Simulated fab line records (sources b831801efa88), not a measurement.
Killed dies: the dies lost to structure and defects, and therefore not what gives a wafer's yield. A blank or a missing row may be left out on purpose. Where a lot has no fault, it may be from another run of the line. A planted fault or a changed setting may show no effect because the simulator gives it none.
fab line records | flow sfqLine
[record] lots = 5 | wafers = 15 | lastDay = 91
route steps=325 shown R5@216 I5@228 C5@240 M6@251
lots with no fault: from the same line, run without faults
startH: the number of hours between the record's first day and the start of the first shown wafer of the lot | waitH: hours elapsed since this lot's preceding step | " unchanged from the row above | L1.1+2: a single row standing in for several wafers | - no value present, or no start provided | * or withheld: withheld | < > ~ a bound
route shown NAME@n: names a module that has steps shown in the file, with the first one's number in the route | usual: mean and standard deviation over wafers with no fault | same: alike in all rows | chamber/n: place in a boat | sites: the reading at each site | _std_site: standard deviation across them | _edge_site: mean of outer sites minus mean of inner sites | radiusMm: for every site, how far away it sits from the centre of the wafer | mask NAME#n: copy n | behind: the tool/chamber that last shaped the wafer | hold: why the lot went on hold/how many hours it stayed there/how the hold came to an end | device: names the non-switching transistor (n, p or np) | end of line: the route-end tests of the same wafers | step lacking rows: just its recipe | killed: not the wafer's yield, but the dies lost to structure and defects at the first sort | map: per-die view of a wafer (x killed, . not killed, _ where there is no die)
set.NAME: the setting that was run; set.NAME@STEP: the one run at that earlier step | model.NAME: the simulator's own value behind a step, which no gauge read
certain route steps with their lots: each step a table, each wafer a row
services: when a tool's chamber went out of use (startH, in hours from the record's first day, below 0 if earlier), for how many hours, and the reason
[[steps]]
[step SFQ_R5_THK_MEAS_934]
[recipe] thkMeasGauge = xrf | reads = MoNx_of_TRILAYER_R5_DEP_SPUTTER_133
[usual] R5_MONX_THK = 40.4/0.44
lot.wafer | tool         | chamber | startH  | waitH | R5_MONX_THK[nm]
L472.1    | filmMetro-01 | -       | 1575.63 | 0.1   | 40.3
L472.2    | "            | -       | "       | "     | 40.4
L472.4    | "            | -       | "       | "     | 40.5
L474.2    | filmMetro-04 | -       | 1605.64 | 0.1   | 40.2
L474.4    | "            | -       | "       | "     | 40.5
L474.5    | "            | -       | "       | "     | 40.7
L476.1    | filmMetro-01 | -       | 1608.63 | 0.1   | 39.7
L476.2    | "            | -       | "       | "     | 39.8
L476.4    | "            | -       | "       | "     | 39.6
L481.1    | filmMetro-03 | -       | 1626.67 | 0.1   | 40.4
L481.5    | "            | -       | "       | "     | 40.3
L481.6    | "            | -       | "       | "     | 40.4
L487.2    | filmMetro-04 | -       | 1676.03 | 0.1   | 40.1
L487.3    | "            | -       | "       | "     | 40.5
L487.4    | "            | -       | "       | "     | 40.8
[step SFQ_TRILAYER_R5_LITHO_COAT_141]
[recipe] resist = BARC | spinRpm = 3000 | resistThkNm = 62
[step SFQ_TRILAYER_R5_LITHO_COAT_136]
[recipe] resist = KrF | spinRpm = 3000 | resistThkNm = 600
[step SFQ_TRILAYER_R5_LITHO_SOFTBAKE_140]
[recipe] tempC = withheld | timeS = withheld | resist = KrF
[step SFQ_TRILAYER_R5_LITHO_EXPOSE_137]
[recipe] maskId = R5 | na = 0.6 | sourceShape = conventional | sigmaOuter = 0.65 | targetCdNm = 500 | doseMj = 14.4
[step SFQ_TRILAYER_R5_LITHO_PEB_139]
[recipe] pebTempC = 115 | pebTimeS = 60 | resist = KrF
[step SFQ_TRILAYER_R5_LITHO_DEVELOP_138]
[recipe] timeS = 60 | resist = KrF
[step SFQ_R5_OVL_MEAS_935]
[usual] R5_OVL = -2/5.3
lot.wafer | tool       | chamber | startH  | waitH | R5_OVL[nm]
L472.1    | overlay-01 | -       | 1679.84 | 0.1   | -3
L472.2    | "          | -       | "       | "     | 1
L472.4    | "          | -       | "       | "     | 4
L474.2    | overlay-01 | -       | 1711.05 | 0.1   | -3
L474.4    | "          | -       | "       | "     | -2
L474.5    | "          | -       | "       | "     | -1
L476.1    | overlay-01 | -       | 1716.07 | 0.1   | -3
L476.2    | "          | -       | "       | "     | -2
L476.4    | "          | -       | "       | "     | 1
L481.1    | overlay-01 | -       | 1723.27 | 0.1   | -2
L481.5    | "          | -       | "       | "     | -2
L481.6    | "          | -       | "       | "     | 3
L487.2    | overlay-02 | -       | 1774.87 | 0.1   | -2
L487.3    | "          | -       | "       | "     | -5
L487.4    | "          | -       | "       | "     | -2
[step SFQ_TRILAYER_R5_BARC_OPEN_METAL_ETCH_177]
[recipe] maskMaterial = PR | chemistry = O2 | targetDepthNm = 125 | target = BARC | icpW = 600 | biasW = 80 | pressureMtorr = 10 | timeS = 41.7
[usual] drypumpMotorCurrentA = 6.1/0.49 | oesProductAu = 0.685/0.0043
lot.wafer | tool        | chamber | startH  | waitH | drypumpMotorCurrentA | oesProductAu | rfHoursCounterH
L472.1    | rieMetal-04 | 0       | 1679.88 | 0.0   | 6.5                  | 0.676        | 30
L472.2    | "           | 1       | "       | "     | 6.7                  | 0.687        | 40
L472.4    | "           | 1       | "       | "     | 6.6                  | 0.680        | -
L474.2    | rieMetal-01 | 1       | 1711.08 | 0.0   | 5.6                  | 0.688        | 96
L474.4    | "           | 0       | "       | "     | 5.4                  | 0.687        | -
L474.5    | "           | 1       | "       | "     | 5.6                  | 0.690        | -
L476.1    | rieMetal-04 | 0       | 1716.10 | 0.0   | 6.4                  | 0.694        | 33
L476.2    | "           | 1       | "       | "     | 6.7                  | 0.681        | 43
L476.4    | "           | 0       | "       | "     | 6.5                  | 0.685        | -
L481.1    | rieMetal-03 | 0       | 1723.30 | 0.0   | 6.4                  | 0.688        | 86
L481.5    | "           | 0       | "       | "     | 6.4                  | 0.687        | -
L481.6    | "           | 1       | "       | "     | 6.1                  | 0.685        | -
L487.2    | rieMetal-04 | 0       | 1774.90 | 0.0   | 6.5                  | 0.679        | 42
L487.3    | "           | 0       | "       | "     | 6.4                  | 0.688        | -
L487.4    | "           | 1       | "       | "     | 6.7                  | 0.679        | -
[step SFQ_TRILAYER_R5_ETCH_METAL_ETCH_139]
[recipe] stopOn = SiO2 | maskMaterial = PR | chemistry = Cl2 | targetDepthNm = 60 | icpW = 600 | biasW = 80 | pressureMtorr = 10 | timeS = 40
[usual] drypumpMotorCurrentA = 6.1/0.49 | oesProductAu = 0.990/0.0053
lot.wafer | tool        | chamber | startH  | waitH | drypumpMotorCurrentA | oesProductAu | rfHoursCounterH
L472.1    | rieMetal-04 | 0       | 1679.94 | 0.0   | 6.5                  | 1.000        | 30
L472.2    | "           | 1       | "       | "     | 6.6                  | 1.000        | 40
L472.4    | "           | 1       | "       | "     | 6.6                  | 0.992        | -
L474.2    | rieMetal-01 | 1       | 1711.14 | 0.0   | 5.6                  | 0.988        | 96
L474.4    | "           | 0       | "       | "     | 5.4                  | 0.988        | -
L474.5    | "           | 1       | "       | "     | 5.6                  | 0.982        | -
L476.1    | rieMetal-04 | 0       | 1716.16 | 0.0   | 6.5                  | 0.988        | 33
L476.2    | "           | 1       | "       | "     | 6.6                  | 0.989        | 43
L476.4    | "           | 0       | "       | "     | 6.5                  | 0.984        | -
L481.1    | rieMetal-03 | 0       | 1723.36 | 0.0   | 6.4                  | 0.986        | 86
L481.5    | "           | 0       | "       | "     | 6.3                  | 0.994        | -
L481.6    | "           | 1       | "       | "     | 6.0                  | 0.997        | -
L487.2    | rieMetal-04 | 0       | 1774.96 | 0.0   | 6.4                  | 0.996        | 42
L487.3    | "           | 0       | "       | "     | 6.5                  | 0.990        | -
L487.4    | "           | 1       | "       | "     | 6.6                  | 0.999        | -
[step SFQ_TRILAYER_R5_STRIP_STRIP_140]
[recipe] gas = O2 | powerW = 200 | platenTempC = 40 | overashFraction = 0.65 | chemistry = O2 | pressureMtorr = 50
[step SFQ_TRILAYER_R5_STRIP_SOLV_CLEAN_141]
[recipe] chemistry = NMP | tempC = 70 | timeS = 600
[step SFQ_TRILAYER_A5C_DEP_PECVD_142]
[recipe] material = SiO2 | tempC = 150 | timeS = 15.556 | pressureTorr = 2.4 | rfW = 183.3 | precursor = SiH4/N2O | targetThkNm = 70
[usual] chamberPressureTorr = 2.401/0.0045 | heaterPowerW = 94/13 | throttleValvePct = 24.6/1.3
lot.wafer | tool     | chamber | startH  | waitH | chamberPressureTorr | heaterPowerW | sinceWetCleanH | throttleValvePct | model.SiO2_of_TRILAYER_A5C_DEP_PECVD_142.thkNm
L472.1    | pecvd-02 | 0       | 1680.77 | 0.0   | 2.401               | 104          | 1103           | 23.8             | 69.71
L472.2    | "        | 2       | "       | "     | 2.389               | 103          | 1103           | 25.4             | 69.8
L472.4    | "        | 0       | "       | "     | 2.394               | 103          | -              | 23.7             | 70.65
L474.2    | pecvd-03 | 2       | 1711.97 | 0.0   | 2.399               | 70           | 765            | 24.7             | 69.27
L474.4    | "        | 0       | "       | "     | 2.404               | 100          | -              | 27.0             | 71.1
L474.5    | "        | 2       | "       | "     | 2.407               | 71           | -              | 24.5             | 71.21
L476.1    | pecvd-01 | 1       | 1716.99 | 0.0   | 2.400               | 108          | 17             | 22.1             | 70.09
L476.2    | "        | 2       | "       | "     | 2.401               | 96           | 17             | 23.5             | 69.52
L476.4    | "        | 1       | "       | "     | 2.404               | 110          | -              | 22.0             | 70.36
L481.1    | pecvd-01 | 2       | 1724.19 | 0.0   | 2.403               | 101          | 24             | 23.6             | 68.75
L481.5    | "        | 2       | "       | "     | 2.406               | 99           | -              | 23.4             | 70.36
L481.6    | "        | 0       | "       | "     | 2.401               | 97           | -              | 23.8             | 53.6
L487.2    | pecvd-02 | 1       | 1775.81 | 0.0   | 2.398               | 92           | 1198           | 25.4             | 69.5
L487.3    | "        | 1       | "       | "     | 2.399               | 90           | -              | 25.1             | 70.59
L487.4    | "        | 2       | "       | "     | 2.397               | 107          | -              | 25.0             | 70.57
[step SFQ_TRILAYER_I5_LITHO_COAT_149]
[recipe] resist = BARC | spinRpm = 3000 | resistThkNm = 62
[step SFQ_TRILAYER_I5_LITHO_COAT_144]
[recipe] resist = KrF | spinRpm = 3000 | resistThkNm = 650
[step SFQ_TRILAYER_I5_LITHO_SOFTBAKE_148]
[recipe] tempC = withheld | timeS = withheld | resist = KrF
[step SFQ_TRILAYER_I5_LITHO_EXPOSE_145]
[recipe] maskId = I5 | na = 0.6 | sourceShape = conventional | sigmaOuter = 0.65 | targetCdNm = 700 | doseMj = 21.3
[step SFQ_TRILAYER_I5_LITHO_PEB_147]
[recipe] pebTempC = 115 | pebTimeS = 60 | resist = KrF
[step SFQ_TRILAYER_I5_LITHO_DEVELOP_146]
[recipe] timeS = 60 | resist = KrF
[step SFQ_I5_OVL_MEAS_936]
[usual] I5_OVL = 2/4.5
lot.wafer | tool       | chamber | startH  | waitH | I5_OVL[nm]
L472.1    | overlay-02 | -       | 1683.29 | 0.1   | 5
L472.2    | "          | -       | "       | "     | 2
L472.4    | "          | -       | "       | "     | 0
L474.2    | overlay-02 | -       | 1717.15 | 0.1   | -3
L474.4    | "          | -       | "       | "     | 0
L474.5    | "          | -       | "       | "     | -3
L476.1    | overlay-02 | -       | 1719.54 | 0.1   | 8
L476.2    | "          | -       | "       | "     | 4
L476.4    | "          | -       | "       | "     | 3
L481.1    | overlay-02 | -       | 1730.76 | 0.1   | 8
L481.5    | "          | -       | "       | "     | 0
L481.6    | "          | -       | "       | "     | 2
L487.2    | overlay-02 | -       | 1778.28 | 0.1   | 6
L487.3    | "          | -       | "       | "     | 2
L487.4    | "          | -       | "       | "     | 2
[step SFQ_TRILAYER_I5_BARC_OPEN_VIA_ETCH_200]
[recipe] maskMaterial = PR | chemistry = O2 | targetDepthNm = 125 | target = BARC | sourceW = 500 | biasW = 80 | pressureMtorr = 30 | timeS = 41.7
[usual] drypumpMotorCurrentA = 5.6/0.4 | oesProductAu = 0.685/0.0045
lot.wafer | tool       | chamber | startH  | waitH | drypumpMotorCurrentA | oesProductAu | rfHoursCounterH
L472.1    | rieDiel-01 | 0       | 1683.32 | 0.0   | 6.2                  | 0.686        | 4
L472.2    | "          | 2       | "       | "     | 5.5                  | 0.684        | 12
L472.4    | "          | 3       | "       | "     | 5.4                  | 0.688        | 6
L474.2    | rieDiel-01 | 1       | 1717.18 | 0.0   | 5.4                  | 0.682        | 14
L474.4    | "          | 3       | "       | "     | 5.4                  | 0.685        | 7
L474.5    | "          | 1       | "       | "     | 5.4                  | 0.690        | -
L476.1    | rieDiel-04 | 3       | 1719.58 | 0.0   | 5.9                  | 0.689        | 3
L476.2    | "          | 2       | "       | "     | 5.5                  | 0.686        | 16
L476.4    | "          | 0       | "       | "     | 5.5                  | 0.683        | 10
L481.1    | rieDiel-03 | 3       | 1730.80 | 0.0   | 5.8                  | 0.688        | 11
L481.5    | "          | 2       | "       | "     | 4.7                  | 0.682        | -
L481.6    | "          | 1       | "       | "     | 5.6                  | 0.691        | -
L487.2    | rieDiel-04 | 2       | 1778.31 | 0.0   | 5.4                  | 0.679        | 17
L487.3    | "          | 3       | "       | "     | 5.9                  | 0.685        | 4
L487.4    | "          | 1       | "       | "     | 6.2                  | 0.690        | 21
[step SFQ_TRILAYER_I5_ETCH_VIA_ETCH_147]
[recipe] stopOn = Nb | maskMaterial = PR | chemistry = CHF3 | targetDepthNm = 360 | sourceW = 500 | biasW = 80 | pressureMtorr = 30 | timeS = withheld
[usual] drypumpMotorCurrentA = 5.6/0.4 | oesProductAu = 0.989/0.0054
lot.wafer | tool       | chamber | startH  | waitH | drypumpMotorCurrentA | oesProductAu
L472.1    | rieDiel-01 | 0       | 1683.36 | 0.0   | 6.3                  | 0.995
L472.2    | "          | 2       | "       | "     | 5.5                  | 0.997
L472.4    | "          | 3       | "       | "     | 5.4                  | 0.995
L474.2    | rieDiel-01 | 1       | 1717.22 | 0.0   | 5.4                  | 0.990
L474.4    | "          | 3       | "       | "     | 5.4                  | 0.980
L474.5    | "          | 1       | "       | "     | 5.4                  | 0.992
L476.1    | rieDiel-04 | 3       | 1719.62 | 0.0   | 5.9                  | 0.991
L476.2    | "          | 2       | "       | "     | 5.5                  | 0.978
L476.4    | "          | 0       | "       | "     | 5.5                  | 0.998
L481.1    | rieDiel-03 | 3       | 1730.84 | 0.0   | 5.7                  | 0.991
L481.5    | "          | 2       | "       | "     | 4.7                  | 0.990
L481.6    | "          | 1       | "       | "     | 5.6                  | 0.981
L487.2    | rieDiel-04 | 2       | 1778.35 | 0.0   | 5.5                  | 0.995
L487.3    | "          | 3       | "       | "     | 5.9                  | 0.988
L487.4    | "          | 1       | "       | "     | 6.2                  | 0.987
[step SFQ_TRILAYER_I5_STRIP_STRIP_148]
[recipe] gas = O2 | powerW = 200 | platenTempC = 40 | overashFraction = 0.65 | chemistry = O2 | pressureMtorr = 50
[step SFQ_TRILAYER_I5_STRIP_SOLV_CLEAN_149]
[recipe] chemistry = NMP | tempC = 70 | timeS = 600
[step SFQ_TRILAYER_C5_LITHO_COAT_156]
[recipe] resist = BARC | spinRpm = 3000 | resistThkNm = 62
[step SFQ_TRILAYER_C5_LITHO_COAT_151]
[recipe] resist = KrF | spinRpm = 3000 | resistThkNm = 650
[step SFQ_TRILAYER_C5_LITHO_SOFTBAKE_155]
[recipe] tempC = withheld | timeS = withheld | resist = KrF
[step SFQ_TRILAYER_C5_LITHO_EXPOSE_152]
[recipe] maskId = C5 | na = 0.6 | sourceShape = conventional | sigmaOuter = 0.65 | targetCdNm = 500 | doseMj = 21.3
[step SFQ_TRILAYER_C5_LITHO_PEB_154]
[recipe] pebTempC = 115 | pebTimeS = 60 | resist = KrF
[step SFQ_TRILAYER_C5_LITHO_DEVELOP_153]
[recipe] timeS = 60 | resist = KrF
[step SFQ_C5_OVL_MEAS_937]
[usual] C5_OVL = 0/5
lot.wafer | tool       | chamber | startH  | waitH | C5_OVL[nm]
L472.1    | overlay-01 | -       | 1784.47 | 0.1   | -3
L472.2    | "          | -       | "       | "     | 2
L472.4    | "          | -       | "       | "     | -2
L474.2    | overlay-02 | -       | 1826.47 | 0.1   | 7
L474.4    | "          | -       | "       | "     | 5
L474.5    | "          | -       | "       | "     | 2
L476.1    | overlay-01 | -       | 1830.07 | 0.1   | 3
L476.2    | "          | -       | "       | "     | 3
L476.4    | "          | -       | "       | "     | -4
L481.1    | overlay-01 | -       | 1839.67 | 0.1   | -3
L481.5    | "          | -       | "       | "     | -6
L481.6    | "          | -       | "       | "     | -7
L487.2    | overlay-01 | -       | 1880.14 | 0.1   | 1
L487.3    | "          | -       | "       | "     | -3
L487.4    | "          | -       | "       | "     | 2
[step SFQ_TRILAYER_C5_BARC_OPEN_VIA_ETCH_210]
[recipe] maskMaterial = PR | chemistry = O2 | targetDepthNm = 125 | target = BARC | sourceW = 500 | biasW = 80 | pressureMtorr = 30 | timeS = 41.7
[usual] drypumpMotorCurrentA = 5.7/0.41 | oesProductAu = 0.685/0.0045
lot.wafer | tool       | chamber | startH  | waitH | drypumpMotorCurrentA | oesProductAu | rfHoursCounterH
L472.1    | rieDiel-04 | 2       | 1784.50 | 0.0   | 5.5                  | 0.682        | 17
L472.2    | "          | 1       | "       | "     | 6.2                  | 0.693        | 21
L472.4    | "          | 3       | "       | "     | 5.9                  | 0.685        | 4
L474.2    | rieDiel-03 | 2       | 1826.50 | 0.0   | 4.7                  | 0.685        | 4
L474.4    | "          | 0       | "       | "     | 5.5                  | 0.684        | 1
L474.5    | "          | 2       | "       | "     | 4.7                  | 0.682        | -
L476.1    | rieDiel-02 | 0       | 1830.10 | 0.0   | 6.0                  | 0.689        | 3
L476.2    | "          | 3       | "       | "     | 6.2                  | 0.690        | 13
L476.4    | "          | 1       | "       | "     | 5.1                  | 0.686        | 18
L481.1    | rieDiel-02 | 3       | 1839.70 | 0.0   | 6.2                  | 0.678        | 14
L481.5    | "          | 3       | "       | "     | 6.2                  | 0.679        | -
L481.6    | "          | 2       | "       | "     | 5.9                  | 0.684        | -
L487.2    | rieDiel-03 | 1       | 1880.17 | 0.0   | 5.6                  | 0.684        | 14
L487.3    | "          | 2       | "       | "     | 4.7                  | 0.686        | 4
L487.4    | "          | 3       | "       | "     | 5.7                  | 0.686        | 13
[step SFQ_TRILAYER_C5_ETCH_VIA_ETCH_154]
[recipe] target = SiO2 | maskMaterial = PR | chemistry = CHF3 | targetDepthNm = 84 | sourceW = 500 | biasW = 80 | pressureMtorr = 30 | timeS = withheld | stopOn = Nb
[usual] drypumpMotorCurrentA = 5.7/0.4 | oesProductAu = 0.893/0.0082
lot.wafer | tool       | chamber | startH  | waitH | drypumpMotorCurrentA | oesProductAu | model.etch.depthNm | model.C5.featureDepthNm
L472.1    | rieDiel-04 | 2       | 1784.54 | 0.0   | 5.5                  | 0.896        | 69.71              | 69.71
L472.2    | "          | 1       | "       | "     | 6.2                  | 0.893        | 69.8               | 69.8
L472.4    | "          | 3       | "       | "     | 5.9                  | 0.893        | 70.65              | 70.65
L474.2    | rieDiel-03 | 2       | 1826.54 | 0.0   | 4.7                  | 0.891        | 69.27              | 69.27
L474.4    | "          | 0       | "       | "     | 5.6                  | 0.896        | 71.1               | 71.1
L474.5    | "          | 2       | "       | "     | 4.7                  | 0.899        | 71.21              | 71.21
L476.1    | rieDiel-02 | 0       | 1830.14 | 0.0   | 6.0                  | 0.899        | 70.09              | 70.09
L476.2    | "          | 3       | "       | "     | 6.2                  | 0.883        | 69.52              | 69.52
L476.4    | "          | 1       | "       | "     | 5.1                  | 0.911        | 70.36              | 70.36
L481.1    | rieDiel-02 | 3       | 1839.74 | 0.0   | 6.2                  | 0.874        | 68.75              | 68.75
L481.5    | "          | 3       | "       | "     | 6.2                  | 0.891        | 70.36              | 70.36
L481.6    | "          | 2       | "       | "     | 5.9                  | 0.777        | 53.6               | 53.6
L487.2    | rieDiel-03 | 1       | 1880.21 | 0.0   | 5.6                  | 0.892        | 69.5               | 69.5
L487.3    | "          | 2       | "       | "     | 4.7                  | 0.903        | 70.59              | 70.59
L487.4    | "          | 3       | "       | "     | 5.7                  | 0.900        | 70.57              | 70.57
[step SFQ_TRILAYER_C5_STRIP_STRIP_155]
[recipe] gas = O2 | powerW = 200 | platenTempC = 40 | overashFraction = 0.65 | chemistry = O2 | pressureMtorr = 50
[step SFQ_TRILAYER_C5_STRIP_SOLV_CLEAN_156]
[recipe] chemistry = NMP | tempC = 70 | timeS = 600
[step SFQ_TRILAYER_M6_DEP_PRE_CLEAN_158]
[recipe] gas = Ar | timeS = 22.5 | biasV = 250
lot.wafer | tool          | chamber | startH  | waitH | model.SiO2_of_TRILAYER_A5C_DEP_PECVD_142.thkNm
L472.1    | pvdSputter-03 | -       | 1785.36 | 0.0   | 62.21
L472.2    | "             | -       | "       | "     | 62.3
L472.4    | "             | -       | "       | "     | 63.15
L474.2    | pvdSputter-04 | -       | 1827.36 | 0.0   | 61.77
L474.4    | "             | -       | "       | "     | 63.6
L474.5    | "             | -       | "       | "     | 63.71
L476.1    | pvdSputter-04 | -       | 1830.96 | 0.0   | 62.59
L476.2    | "             | -       | "       | "     | 62.02
L476.4    | "             | -       | "       | "     | 62.86
L481.1    | pvdSputter-04 | -       | 1840.56 | 0.0   | 61.25
L481.5    | "             | -       | "       | "     | 62.86
L481.6    | "             | -       | "       | "     | 46.1
L487.2    | pvdSputter-03 | -       | 1881.05 | 0.0   | 62
L487.3    | "             | -       | "       | "     | 63.09
L487.4    | "             | -       | "       | "     | 63.07
[step SFQ_TRILAYER_M6_DEP_SPUTTER_157]
[recipe] material = Nb | basePressurePa = 1.33e-06 | chamberPressurePa = 0.1333 | substrateTempC = 20 | targetThkNm = 200 | powerW = 2000 | timeS = 133.3
[[services]]
tool        | chamber | startH  | hours | kind
rieDiel-01  | 0       | 1671.36 | 8.2   | repair
rieDiel-02  | 3       | 1676.54 | 6.4   | repair
rieDiel-03  | 1       | 1685.58 | 2.1   | repair
pecvd-01    | -       | 1686.25 | 14.0  | pm
rieDiel-01  | 0       | 1694.55 | 10.4  | repair
pecvd-02    | 2       | 1700.89 | 19.7  | repair
pecvd-01    | -       | 1701.32 | 2.2   | repair
rieMetal-01 | -       | 1702.78 | 0.2   | repair
pecvd-02    | 1       | 1704.15 | 2.7   | repair
rieDiel-02  | 0       | 1714.11 | 6.5   | repair
rieDiel-02  | 0       | 1722.91 | 16.1  | repair
rieDiel-01  | 2       | 1723.51 | 4.4   | repair
rieDiel-02  | 1       | 1736.06 | 1.7   | repair
rieDiel-01  | 2       | 1747.34 | 10.9  | repair
rieDiel-04  | 3       | 1748.55 | 6.2   | repair
rieDiel-03  | 3       | 1757.79 | 6.9   | repair
rieDiel-01  | 1       | 1774.38 | 4.6   | repair
rieDiel-03  | 0       | 1788.05 | 6.0   | repair
rieDiel-03  | -       | 1789.89 | 0.4   | repair
rieDiel-02  | 2       | 1793.02 | 4.3   | repair
rieDiel-01  | 3       | 1796.49 | 7.1   | repair
rieDiel-02  | -       | 1828.77 | 0.7   | repair
rieDiel-01  | 3       | 1847.79 | 5.9   | repair
rieDiel-01  | -       | 1874.91 | 28.1  | pm
[[key]]
[firstSign] step = SFQ_TRILAYER_C5_ETCH_VIA_ETCH_154 | reading = oesProductAu | direction = down | sigmas = 14 | usual = 0.893 | struck = 0.777
effect none on later readings
[modelEffect] step = SFQ_TRILAYER_A5C_DEP_PECVD_142 | value = SiO2_of_TRILAYER_A5C_DEP_PECVD_142.thkNm | without = 69.35 | struck = 53.6
[modelEffect] step = SFQ_TRILAYER_C5_ETCH_VIA_ETCH_154 | value = etch.depthNm | without = 69.35 | struck = 53.6
[modelEffect] step = SFQ_TRILAYER_M6_DEP_PRE_CLEAN_158 | value = SiO2_of_TRILAYER_A5C_DEP_PECVD_142.thkNm | without = 61.85 | struck = 46.1
metAt SFQ_TRILAYER_A5C_DEP_PECVD_142
struckWafers L481.6
onsetBetween 1716.99 1724.19
[fault] kind = processParameterDrift | tool = pecvd-01 | chamber = - | onsetH = 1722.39 | steps = SFQ_TRILAYER_A5C_DEP_PECVD_142 | channel = targetThkNm | offset = -15.636 | shape = step | endH = 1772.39 | scope = struckWafersOnly | actsIn = theseRecipesOnly | stated = 70
